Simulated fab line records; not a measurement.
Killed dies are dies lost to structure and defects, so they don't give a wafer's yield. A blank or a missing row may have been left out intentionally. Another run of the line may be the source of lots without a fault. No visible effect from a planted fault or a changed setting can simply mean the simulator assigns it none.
What tool caused it? ; flow gf180mcu ; 24 lots with 72 wafers sampled at 6 steps, on a route of 602 steps

## WHAT THE GAUGES SHOWED, per wafer
GF_TOP_METAL_CD_MEAS_14: target cd 440 nm. Usual: cd_nm 439.6 nm, standard deviation 2.3.
lot;measured;on;cd_nm (nm);flag
L074;day 28 17:57;cd_sem-01;439.2 438.6 441.3;
L075;day 28 20:46;cd_sem-01;438.8 435.8 438.2;
L076;day 29 00:47;cd_sem-02;442.6 441.2 443.3;
L077;day 29 18:24;cd_sem-02;439.4 440.6 438.7;
L078;day 30 08:30;cd_sem-01;444.1 443.8 442.3;
L079;day 30 12:18;cd_sem-01;439.8 440.2 440.8;
L080;day 30 16:29;cd_sem-01;440.3 438.4 443.4;
L081;day 31 01:00;cd_sem-01;437.2 438.8 439.4;
L082;day 31 03:09;cd_sem-02;435.4 436.2 438.1;
L083;day 31 05:01;cd_sem-01;439.9 438.0 440.6;
L084;day 32 03:28;cd_sem-01;441.0 440.3 441.0;
L085;day 32 04:42;cd_sem-02;437.6 439.4 439.0;
L086;day 32 10:19;cd_sem-02;442.7 441.0 444.8;
L087;day 32 10:28;cd_sem-02;439.1 440.3 439.0;
L088;day 32 16:54;cd_sem-01;442.9 442.1 441.6;
L089;day 33 01:08;cd_sem-02;440.8 439.6 439.5;
L090;day 33 13:02;cd_sem-01;441.3 441.7 442.8;
L091;day 33 15:09;cd_sem-01;439.5 437.3 436.5;
L092;day 33 18:19;cd_sem-01;435.4 437.1 439.2;
L093;day 33 22:00;cd_sem-02;436.3 435.0 437.0;
L094;day 34 04:53;cd_sem-01;435.8 436.3 434.3;
L095;day 34 12:11;cd_sem-01;440.9 439.2 437.0;
L096;day 34 23:29;cd_sem-02;439.0 440.0 440.8;
L097;day 35 00:34;cd_sem-01;439.2 441.8 442.1;

## EACH LOT AND THE TOOL THAT RAN IT (in order: tool; ch and the chambers of the sampled wafers; start)
lot;GF_V2_CMP_26;GF_M4_SPUTTER_04;GF_V4_SOFTBAKE_10;GF_MIM_SPUTTER_00;GF_M5_METAL_ETCH_10
L074;cmp-02 ch 1,2, day 20 18:55;pvd_sputter-04, day 22 21:19;litho_track-01 ch 0, day 25 04:13 or earlier;pvd_sputter-04, day 25 04:13;rie_metal-03 ch 0, day 26 23:01
L075;cmp-02 ch 1,3, day 21 00:45;pvd_sputter-02, day 23 04:12;litho_track-03 ch 0, day 25 06:01 or earlier;pvd_sputter-04, day 25 06:01;rie_metal-04 ch 0,1, day 27 01:16
L076;cmp-01 ch 0,1,2, day 21 07:24;pvd_sputter-02, day 23 10:41;litho_track-02 ch 0, day 25 09:04 or earlier;pvd_sputter-02, day 25 09:04;rie_metal-03 ch 0,1, day 27 05:14
L077;cmp-02 ch 0,1,2, day 22 01:44;pvd_sputter-03, day 24 04:35;litho_track-02 ch 0, day 26 03:54 or earlier;pvd_sputter-02, day 26 03:54;rie_metal-03 ch 0,1, day 27 23:05
L078;cmp-02 ch 0,1,3, day 22 13:32;pvd_sputter-02, day 25 03:12;litho_track-03 ch 0, day 27 00:11 or earlier;pvd_sputter-04, day 27 00:11;rie_metal-03 ch 0,1, day 28 15:35
L079;cmp-01 ch 0,1,2, day 23 00:55;pvd_sputter-03, day 25 05:18;litho_track-01 ch 0, day 27 02:19 or earlier;pvd_sputter-01, day 27 02:19;rie_metal-02 ch 0,1, day 28 19:53
L080;cmp-01 ch 0,3, day 23 08:49;pvd_sputter-03, day 25 08:23;litho_track-02 ch 0, day 27 05:59 or earlier;pvd_sputter-02, day 27 05:59;rie_metal-04 ch 0,1, day 28 23:10
L081;cmp-02 ch 0,1,2, day 23 20:42;pvd_sputter-02, day 25 19:50;litho_track-03 ch 0, day 27 16:02 or earlier;pvd_sputter-04, day 27 16:02;rie_metal-03 ch 0,1, day 29 08:07
L082;cmp-02 ch 2,3, day 23 20:57;pvd_sputter-02, day 25 23:11;litho_track-02 ch 0, day 27 19:53 or earlier;pvd_sputter-02, day 27 19:53;rie_metal-02 ch 0,1, day 29 11:16
L083;cmp-02 ch 1,2,3, day 24 02:37;pvd_sputter-03, day 26 01:04;litho_track-02 ch 0, day 27 21:31 or earlier;pvd_sputter-02, day 27 21:31;rie_metal-03 ch 0,1, day 29 13:40
L084;cmp-02 ch 0,2,3, day 25 03:40;pvd_sputter-03, day 27 01:29;litho_track-01 ch 0, day 28 21:00 or earlier;pvd_sputter-04, day 28 21:00;rie_metal-04 ch 0, day 30 12:34
L085;cmp-02 ch 0,2,3, day 25 04:13;pvd_sputter-04, day 27 01:51;litho_track-03 ch 0, day 28 21:31 or earlier;pvd_sputter-04, day 28 21:31;rie_metal-03 ch 0,1, day 30 12:55
L086;cmp-01 ch 1,2,3, day 25 07:29;pvd_sputter-03, day 27 08:01;litho_track-02 ch 0, day 29 03:53 or earlier;pvd_sputter-02, day 29 03:53;rie_metal-02 ch 0, day 30 19:17
L087;cmp-02 ch 1,2, day 25 12:28;pvd_sputter-04, day 27 10:20;litho_track-03 ch 0, day 29 04:56 or earlier;pvd_sputter-04, day 29 04:56;rie_metal-02 ch 0,1, day 30 20:10
L088;cmp-02 ch 1,2, day 26 00:16;pvd_sputter-04, day 27 21:01;litho_track-03 ch 0, day 29 14:41 or earlier;pvd_sputter-02, day 29 14:41;rie_metal-04 ch 0,1, day 31 03:53
L089;cmp-02 ch 0,1,2, day 26 06:02;pvd_sputter-04, day 28 03:34;litho_track-03 ch 0, day 29 22:02 or earlier;pvd_sputter-01, day 29 22:02;rie_metal-03 ch 0,1, day 31 11:44
L090;cmp-01 ch 1,2, day 26 23:32;pvd_sputter-04, day 28 19:27;litho_track-03 ch 0, day 30 13:11 or earlier;pvd_sputter-01, day 30 13:11;rie_metal-03 ch 0,1, day 32 00:55
L091;cmp-01 ch 0,1,3, day 27 00:25;pvd_sputter-03, day 28 21:24;litho_track-01 ch 0, day 30 14:59 or earlier;pvd_sputter-01, day 30 14:59;rie_metal-03 ch 0, day 32 04:25
L092;cmp-01 ch 0,2,3, day 27 02:58;pvd_sputter-04, day 28 23:54;litho_track-03 ch 0, day 30 17:43 or earlier;pvd_sputter-01, day 30 17:43;rie_metal-02 ch 0,1, day 32 06:05
L093;cmp-02 ch 0,3, day 27 08:22;pvd_sputter-04, day 29 04:31;litho_track-01 ch 0, day 30 21:52 or earlier;pvd_sputter-01, day 30 21:52;rie_metal-04 ch 0,1, day 32 10:44
L094;cmp-01 ch 0,1, day 27 20:09;pvd_sputter-03, day 29 15:00;litho_track-01 ch 0, day 31 06:16 or earlier;pvd_sputter-04, day 31 06:16;rie_metal-04 ch 0,1, day 32 17:19
L095;cmp-02 ch 0,2,3, day 28 01:35;pvd_sputter-04, day 29 20:11;litho_track-01 ch 0, day 31 12:47 or earlier;pvd_sputter-04, day 31 12:47;rie_metal-02 ch 1, day 33 00:24
L096;cmp-01 ch 0,1,2, day 28 20:22;pvd_sputter-03, day 30 13:40;litho_track-01 ch 0, day 32 04:04 or earlier;pvd_sputter-04, day 32 04:04;rie_metal-02 ch 0,1, day 33 13:31
L097;cmp-01 ch 1,2,3, day 28 21:43;pvd_sputter-03, day 30 15:46;litho_track-01 ch 0, day 32 06:34 or earlier;pvd_sputter-01, day 32 06:34;rie_metal-04 ch 0,1, day 33 15:29
- GF_V2_CMP_26: polishes, stops on SiO2, t overpolish 15 s, target thk 0 nm.
- GF_M4_SPUTTER_04: material TiN, target thk 50 nm, time 41.7 s.
- GF_V4_SOFTBAKE_10: time 61.28 s.
- GF_MIM_SPUTTER_00: material Ti, target thk 37.5 nm, time 150 s.
- GF_M5_METAL_ETCH_10: etches the open film in Cl2/BCl3, stops on SiO2, target depth 627.5 nm, time 104.6 s.

## WHAT THE TOOLS THEMSELVES READ (means of the sampled wafers that have a number; where no wafer has one, the mark that the record gives instead)
GF_V2_CMP_26. Usual: motor_current_A 11.1 A, standard deviation 1.4; overpolish_run_s 15.000 s, standard deviation 0.0096; retaining_ring_pressure_frac 1.000, standard deviation 0.005; time_to_endpoint_s 84 s, standard deviation 3.6.
lot;tool;motor_current_A (A);overpolish_run_s (s);retaining_ring_pressure_frac;time_to_endpoint_s (s);flag
L074;cmp-02;12.5;15.010;0.997;87;
L075;cmp-02;10.4;14.995;1.001;86;
L076;cmp-01;10.0;15.006;0.996;85;
L077;cmp-02;11.8;14.999;1.001;83;
L078;cmp-02;10.4;15.002;1.001;82;
L079;cmp-01;9.8;14.993;1.005;87;
L080;cmp-01;11.2;15.000;0.998;90;
L081;cmp-02;11.6;14.996;1.005;86;
L082;cmp-02;11.8;15.007;0.998;85;
L083;cmp-02;11.4;15.000;1.003;83;
L084;cmp-02;11.3;15.005;1.002;82;
L085;cmp-02;11.8;14.999;0.996;80;
L086;cmp-01;11.2;15.009;0.998;82;
L087;cmp-02;12.5;15.005;1.004;82;
L088;cmp-02;12.2;14.998;1.001;81;
L089;cmp-02;11.5;15.000;0.996;80;
L090;cmp-01;9.6;15.002;1.000;83;
L091;cmp-01;11.3;15.005;1.001;83;
L092;cmp-01;10.7;15.001;0.997;86;
L093;cmp-02;10.9;14.998;0.997;85;
L094;cmp-01;10.2;14.992;0.997;81;
L095;cmp-02;11.6;14.997;0.995;86;
L096;cmp-01;10.0;15.004;0.999;87;
L097;cmp-01;10.8;14.994;0.995;84;

GF_M4_SPUTTER_04. Usual: throttle_valve_pct 30.4 %, standard deviation 1.
lot;tool;throttle_valve_pct (%);flag
L074;pvd_sputter-04;30.6;
L075;pvd_sputter-02;29.1;
L076;pvd_sputter-02;29.6;
L077;pvd_sputter-03;30.7;
L078;pvd_sputter-02;29.8;
L079;pvd_sputter-03;30.6;
L080;pvd_sputter-03;31.1;
L081;pvd_sputter-02;29.7;
L082;pvd_sputter-02;30.0;
L083;pvd_sputter-03;30.7;
L084;pvd_sputter-03;31.0;
L085;pvd_sputter-04;30.5;
L086;pvd_sputter-03;30.4;
L087;pvd_sputter-04;30.2;
L088;pvd_sputter-04;30.6;
L089;pvd_sputter-04;29.8;
L090;pvd_sputter-04;30.6;
L091;pvd_sputter-03;30.7;
L092;pvd_sputter-04;29.3;
L093;pvd_sputter-04;30.1;
L094;pvd_sputter-03;30.8;
L095;pvd_sputter-04;29.2;
L096;pvd_sputter-03;30.9;
L097;pvd_sputter-03;30.7;

GF_V4_SOFTBAKE_10. Usual: exhaust_pa 45.0 Pa, standard deviation 0.85; plate_sensor_t_centre_C 131.01 C, standard deviation 0.0098; plate_sensor_t_edge_C 131.21 C, standard deviation 0.01.
lot;tool;exhaust_pa (Pa);plate_sensor_t_centre_C (C);plate_sensor_t_edge_C (C);flag
L074;litho_track-01;43.9;131.01;131.21;
L075;litho_track-03;45.0;131.02;131.22;
L076;litho_track-02;45.3;131.01;131.21;
L077;litho_track-02;44.6;131.01;131.21;
L078;litho_track-03;44.6;131.00;131.20;
L079;litho_track-01;44.9;131.01;131.21;
L080;litho_track-02;44.9;131.01;131.21;
L081;litho_track-03;46.2;131.01;131.21;
L082;litho_track-02;44.6;131.01;131.21;
L083;litho_track-02;45.3;131.02;131.20;
L084;litho_track-01;46.2;131.01;131.22;
L085;litho_track-03;44.2;131.00;131.22;
L086;litho_track-02;45.0;131.01;131.20;
L087;litho_track-03;45.7;131.02;131.21;
L088;litho_track-03;44.7;131.02;131.21;
L089;litho_track-03;44.4;131.01;131.22;
L090;litho_track-03;46.0;131.02;131.20;
L091;litho_track-01;45.1;131.01;131.21;
L092;litho_track-03;45.1;131.01;131.22;
L093;litho_track-01;44.9;131.02;131.20;
L094;litho_track-01;44.6;131.02;131.21;
L095;litho_track-01;44.4;131.02;131.20;
L096;litho_track-01;45.5;131.01;131.21;
L097;litho_track-01;45.2;131.01;131.21;

GF_MIM_SPUTTER_00. Usual: throttle_valve_pct 30.0 %, standard deviation 1.4.
lot;tool;throttle_valve_pct (%);flag
L074;pvd_sputter-04;32.0;
L075;pvd_sputter-04;31.5;
L076;pvd_sputter-02;29.8;
L077;pvd_sputter-02;30.2;
L078;pvd_sputter-04;30.6;
L079;pvd_sputter-01;28.6;
L080;pvd_sputter-02;29.1;
L081;pvd_sputter-04;31.5;
L082;pvd_sputter-02;29.7;
L083;pvd_sputter-02;29.7;
L084;pvd_sputter-04;30.1;
L085;pvd_sputter-04;30.1;
L086;pvd_sputter-02;29.7;
L087;pvd_sputter-04;31.2;
L088;pvd_sputter-02;29.5;
L089;pvd_sputter-01;29.8;
L090;pvd_sputter-01;30.9;
L091;pvd_sputter-01;29.6;
L092;pvd_sputter-01;28.9;
L093;pvd_sputter-01;28.4;
L094;pvd_sputter-04;31.4;
L095;pvd_sputter-04;31.1;
L096;pvd_sputter-04;30.6;
L097;pvd_sputter-01;30.4;

GF_M5_METAL_ETCH_10. Usual: drypump_motor_current_A 5.7 A, standard deviation 0.64; oes_product_au 0.971 a.u., standard deviation 0.0057; throttle_valve_pct 28.251 %, standard deviation 0.011.
lot;tool;drypump_motor_current_A (A);oes_product_au (a.u.);throttle_valve_pct (%);flag
L074;rie_metal-03;6.0;0.968;28.262;
L075;rie_metal-04;5.9;0.969;28.250;
L076;rie_metal-03;5.2;0.963;28.257;
L077;rie_metal-03;5.2;0.971;28.260;
L078;rie_metal-03;5.2;0.973;28.250;
L079;rie_metal-02;6.2;0.975;28.246;
L080;rie_metal-04;5.6;0.965;28.254;
L081;rie_metal-03;5.7;0.972;28.239;
L082;rie_metal-02;6.2;0.970;28.252;
L083;rie_metal-03;5.6;0.973;28.254;
L084;rie_metal-04;6.3;0.976;28.251;
L085;rie_metal-03;5.2;0.978;28.244;
L086;rie_metal-02;5.4;0.974;28.252;
L087;rie_metal-02;6.2;0.968;28.251;
L088;rie_metal-04;5.9;0.966;28.240;
L089;rie_metal-03;5.2;0.973;28.263;
L090;rie_metal-03;5.6;0.973;28.245;
L091;rie_metal-03;6.0;0.970;28.254;
L092;rie_metal-02;5.8;0.975;28.244;
L093;rie_metal-04;5.6;0.964;28.250;
L094;rie_metal-04;5.6;0.965;28.257;
L095;rie_metal-02;6.6;0.973;28.250;
L096;rie_metal-02;5.8;0.971;28.245;
L097;rie_metal-04;5.9;0.970;28.238;

## THE ANSWER, worked out from the rows above alone
Rule: a lot is off if the mean of its wafers that have a number lies more than 3 standard deviations from the usual mean. A lot without any number at a reading at which 4 lots or more have one is off too. Any other lot the step has rows for is counted as sound. First the gauges in route order, then the tools' own readings, where a lot's mean is used as printed above. The first step at which some lot is off is used, and at that step the reading that is off furthest; a lot without a number counts as furthest.
Nothing can be told from this: no lot is off at any reading shown.

## WHAT HAD BEEN PUT IN BY THE SIMULATOR
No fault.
